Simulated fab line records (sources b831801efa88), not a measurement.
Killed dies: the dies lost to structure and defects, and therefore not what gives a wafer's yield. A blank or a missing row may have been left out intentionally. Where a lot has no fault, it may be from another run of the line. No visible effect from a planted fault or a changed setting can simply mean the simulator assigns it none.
Struck lot and sound lot, side by side ; flow sky130 ; 17 out of 708 route steps
Sound: the wafers L277.3, L277.4, L277.6. Struck: wafer L274.5; the same lot's L274.4 was not struck, so it is left out; see the end for the cause.
At each step with rows: each side's tool, then ch and its chambers, then its first start. Under that, the readings that differ: sound wafers ; struck wafers ; difference of the means ; sigmas: that difference in standard deviations of wafers without a fault.
alike: readings with means less than 2 such deviations apart, plus words and numbers identical on both sides. not compared: withheld readings, readings lacking a value on some wafer, bounds such as >300 that could conceal the same value, and numbers that have no deviation in the record and whose values overlap.
The two part at a step that has a row with sigmas, a row that says differs or no value, or rows on one side only. Numbers that have no deviation but don't overlap get no sigmas and don't part them. A reading that every wafer of one side lacks parts them only if that side has two wafers or more.

first, 2 steps without rows for these wafers: SKY_LOCAL_INTERCONNECT_PEB_09; SKY_LOCAL_INTERCONNECT_DEVELOP_10 (develop time 60 s).
SKY_LOCAL_INTERCONNECT_CD_MEAS_11: the cd target is 170 nm.
  sound on cd-sem-02, day 36 19:20; struck on cd-sem-02, day 35 20:29
  alike: cd-nm
SKY_LOCAL_INTERCONNECT_OVL_MEAS_12:
  sound on overlay-02, day 36 19:25; struck on overlay-02, day 35 20:34
  alike: LOCAL_INTERCONNECT_OVL
SKY_LOCAL_INTERCONNECT_ETCH_13: etches BARC in N2/H2, stops on SiO2, time 45.9 s, target depth 60 nm.
  sound on rie-metal-01 ch 0,1, day 36 19:28; struck on rie-metal-02 ch 1, day 35 20:36
reading;sound;struck;difference;sigmas
drypump-motor-current-A (A);6.4 5.8 6.4;4.7;-1.5;-3
  alike: oes-product-au, rf-fwd-power-W, throttle-valve-pct
  not compared: rf-hours-counter-h
SKY_LOCAL_INTERCONNECT_METAL_ETCH_14: etches TiN in Cl2/BCl3, stops on PSG, target depth 110 nm, time 31.4 s.
  sound on rie-metal-01 ch 0,1, day 36 19:32; struck on rie-metal-02 ch 1, day 35 20:40
reading;sound;struck;difference;sigmas
drypump-motor-current-A (A);6.4 5.8 6.4;4.7;-1.5;-3
oes-product-au (a.u.);0.952 0.948 0.944;0.925;-0.023;-3
throttle-valve-pct (%);21.890 21.891 21.902;21.922;+0.028;+3
  alike: rf-fwd-power-W
  not compared: rf-hours-counter-h
SKY_LOCAL_INTERCONNECT_STRIP_15: strips in O2/N2.
  sound on plasma-asher-01 ch 0,1, day 36 19:35; struck on plasma-asher-02 ch 0, day 35 20:44
  alike: drypump-motor-current-A, oes-product-au, strip-time-to-endpoint-s
  not compared: rf-hours-counter-h
then, 3 steps without rows for these wafers: SKY_LOCAL_INTERCONNECT_STRIP_16 (strips in post etch residue remover, time 1200 s); SKY_LOCAL_INTERCONNECT_CLEAN_17 (cleans in IPA, time 180 s); SKY_LOCAL_INTERCONNECT_CLEAN_18 (cleans in O3/DIW).
SKY_CONTACT_CVD_00: deposits Si3N4, target thk 75 nm.
  sound on pecvd-02 ch 0,1,2, day 36 20:09; struck on pecvd-01 ch 2, day 35 21:22
  alike: heater-power-w, rf-fwd-power-W
SKY_CONTACT_THK_MEAS_01:
  sound on film-metro-01, day 36 20:12; struck on film-metro-02, day 35 21:25
  alike: CONTACT_CVD_00_THK
SKY_CONTACT_HDPCVD_02: deposits SiO2, target thk 565 nm, time 94.2 s.
  sound on hdpcvd-02 ch 0,1, day 36 20:14; struck on hdpcvd-01 ch 0, day 35 21:29
reading;sound;struck;difference;sigmas
model.SiO2_of_CONTACT_HDPCVD_02.thk-nm (nm);563.9 566.5 571.9;347.4;-220.0;
SKY_CONTACT_THK_MEAS_03:
  sound on film-metro-04, day 36 20:20; struck on film-metro-04, day 35 21:32
reading;sound;struck;difference;sigmas
CONTACT_HDPCVD_THK (nm);564 566 572;348;-219;-24
SKY_CONTACT_CMP_04: polishes SiO2.
  sound on cmp-02 ch 1,2,3, day 36 20:25; struck on cmp-02 ch 1, day 35 21:37
reading;sound;struck;difference;sigmas
time-to-endpoint-s (s);78 82 79;0;-80;-19
  alike: motor-current-A, platen-rpm
SKY_CONTACT_BOW_MEAS_05:
  sound on film-metro-02, day 36 20:43; struck on film-metro-04, day 35 21:56
  alike: CONTACT_BOW
-- the record jumps here: 14 days lie between the struck wafers' starts before and after (it left off in module CONTACT and takes up again in module PAD_OPEN, whose first step shown is number 708 of the route) --
SKY_PAD_OPEN_PROBE_99:
  sound on prober-02, day 50 10:06; struck on prober-01, day 49 18:56
reading;sound;struck;difference;sigmas
model.etest.met1-comb.leak-log10-a-um;-11.97 -12.17 -12;-7.293;+4.754;

== WHERE THEY PART ==
Earliest at SKY_LOCAL_INTERCONNECT_ETCH_13; latest, in this record, at SKY_CONTACT_CMP_04. Later steps at which nothing parts them and some readings are alike: SKY_CONTACT_BOW_MEAS_05.

WHY: whatever the simulator had introduced
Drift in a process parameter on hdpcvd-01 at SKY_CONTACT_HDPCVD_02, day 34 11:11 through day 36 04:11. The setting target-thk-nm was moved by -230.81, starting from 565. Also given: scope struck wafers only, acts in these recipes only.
